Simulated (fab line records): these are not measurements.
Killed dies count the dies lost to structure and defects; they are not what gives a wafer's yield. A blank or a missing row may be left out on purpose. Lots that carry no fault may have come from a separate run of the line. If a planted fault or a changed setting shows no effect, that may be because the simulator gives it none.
Which tool did it? ; flow sfqLine ; Sampling: 14 lots, 42 wafers, 3 of 325 route steps

## WHAT EACH GAUGE READ, for each wafer
SFQ_L0_RS_MEAS_901: measurement is done with a four-point probe. Usual: L0_MONX_KI_RS typically reads 43.6 ohm/sq, with standard deviation 0.43.
lot;measured;on;L0_MONX_KI_RS (ohm/sq);flag
L638;day 1 12:35;filmMetro-01;43.7 43.4 44.1;
L640;day 1 22:35;filmMetro-01;43.9 43.8 43.6;
L643;day 2 13:34;filmMetro-02;43.4 111.6 110.2;OFF
L645;day 2 23:34;filmMetro-04;43.9 44.2 44.2;
L646;day 3 04:34;filmMetro-02;43.5 109.6 43.2;OFF
L647;day 3 09:35;filmMetro-01;42.7 42.9 42.9;
L652;day 4 10:34;filmMetro-04;43.7 43.5 43.7;
L653;day 4 15:35;filmMetro-04;43.8 43.5 43.9;
L654;day 4 20:36;filmMetro-04;43.5 43.4 43.5;
L656;day 5 06:35;filmMetro-04;44.3 44.5 44.6;
L658;day 5 16:35;filmMetro-04;42.5 42.4 42.5;
L659;day 5 21:34;filmMetro-04;43.3 43.3 43.3;
L660;day 6 02:34;filmMetro-02;43.2 43.6 43.7;
L661;day 6 07:34;filmMetro-02;43.1 43.4 43.3;

SFQ_L0_THK_MEAS_902: measures by xrf. Usual: L0_MONX_KI_THK typically reads 39.7 nm, with standard deviation 0.44.
lot;measured;on;L0_MONX_KI_THK (nm);flag
L638;day 1 12:41;filmMetro-01;39.2 39.7 39.3;
L640;day 1 22:41;filmMetro-01;39.8 39.7 39.5;
L643;day 2 13:41;filmMetro-02;39.9 15.5 15.8;OFF
L645;day 2 23:41;filmMetro-04;39.3 39.2 39.0;
L646;day 3 04:41;filmMetro-02;39.9 15.8 40.0;OFF
L647;day 3 09:41;filmMetro-01;41.1 40.1 40.4;
L652;day 4 10:41;filmMetro-04;39.6 39.5 39.4;
L653;day 4 15:41;filmMetro-04;39.3 39.5 39.3;
L654;day 4 20:42;filmMetro-04;39.4 39.9 39.6;
L656;day 5 06:41;filmMetro-04;39.0 38.9 38.8;
L658;day 5 16:41;filmMetro-04;40.7 40.9 40.8;
L659;day 5 21:41;filmMetro-04;40.0 39.6 39.9;
L660;day 6 02:41;filmMetro-02;40.0 39.4 39.3;
L661;day 6 07:41;filmMetro-02;39.7 39.7 39.7;

## TOOL THAT RAN EACH LOT (tool first, then ch and the chambers of the sampled wafers, then the start)
lot;SFQ_TRILAYER_L0_DEP_SPUTTER_003
L638;pvdSputter-06, day 1 12:29
L640;pvdSputter-05, day 1 22:29
L643;pvdSputter-05, day 2 13:29
L645;pvdSputter-03, day 2 23:29
L646;pvdSputter-05, day 3 04:29
L647;pvdSputter-03, day 3 09:29
L652;pvdSputter-03, day 4 10:29
L653;pvdSputter-03, day 4 15:29
L654;pvdSputter-03, day 4 20:29
L656;pvdSputter-06, day 5 06:29
L658;pvdSputter-03, day 5 16:29
L659;pvdSputter-05, day 5 21:29
L660;pvdSputter-05, day 6 02:29
L661;pvdSputter-06, day 6 07:29
- SFQ_TRILAYER_L0_DEP_SPUTTER_003: material MoNx KI, target thk 40 nm, time 100 s.

## WHAT THE TOOLS THEMSELVES READ (means of the sampled wafers that have a number; where no wafer has one, the mark that the record gives instead)
SFQ_TRILAYER_L0_DEP_SPUTTER_003. Usual: chamberPressurePa 0.4001 Pa, standard deviation 0.00083; throttleValvePct 29.9 %, standard deviation 0.78.
lot;tool;chamberPressurePa (Pa);throttleValvePct (%);flag
L638;pvdSputter-06;0.4004;29.2;
L640;pvdSputter-05;0.3992;29.9;
L643;pvdSputter-05;0.3995;30.3;
L645;pvdSputter-03;0.4002;30.0;
L646;pvdSputter-05;0.3998;30.3;
L647;pvdSputter-03;0.4009;29.4;
L652;pvdSputter-03;0.4001;29.7;
L653;pvdSputter-03;0.4007;29.4;
L654;pvdSputter-03;0.4010;29.8;
L656;pvdSputter-06;0.4005;29.6;
L658;pvdSputter-03;0.3996;29.0;
L659;pvdSputter-05;0.4007;30.3;
L660;pvdSputter-05;0.4005;30.5;
L661;pvdSputter-06;0.3993;30.1;

## THE ANSWER, worked out from the rows above alone
Rule: take the mean of a lot's wafers that have a number; if it is more than 3 standard deviations from the usual mean, the lot is off. A lot without any number at a reading at which 4 lots or more have one is off too. The other lots that the step has rows for count as sound. First the gauges in route order, then the tools' own readings, where a lot's mean is used as printed above. At the first step where some lot is off, the reading lying furthest off is the one used; lots without a number count as furthest.
Off: at SFQ_L0_RS_MEAS_901 (L0_MONX_KI_RS), L643, L646.
If a tool, at a process step before that reading, ran all the lots that are off and no sound lot after the first of them, it fits. Those tools and the gauges at SFQ_L0_RS_MEAS_901 are tried in the same way. No candidate that was tried fits.

## WHAT THE SIMULATOR PUT IN
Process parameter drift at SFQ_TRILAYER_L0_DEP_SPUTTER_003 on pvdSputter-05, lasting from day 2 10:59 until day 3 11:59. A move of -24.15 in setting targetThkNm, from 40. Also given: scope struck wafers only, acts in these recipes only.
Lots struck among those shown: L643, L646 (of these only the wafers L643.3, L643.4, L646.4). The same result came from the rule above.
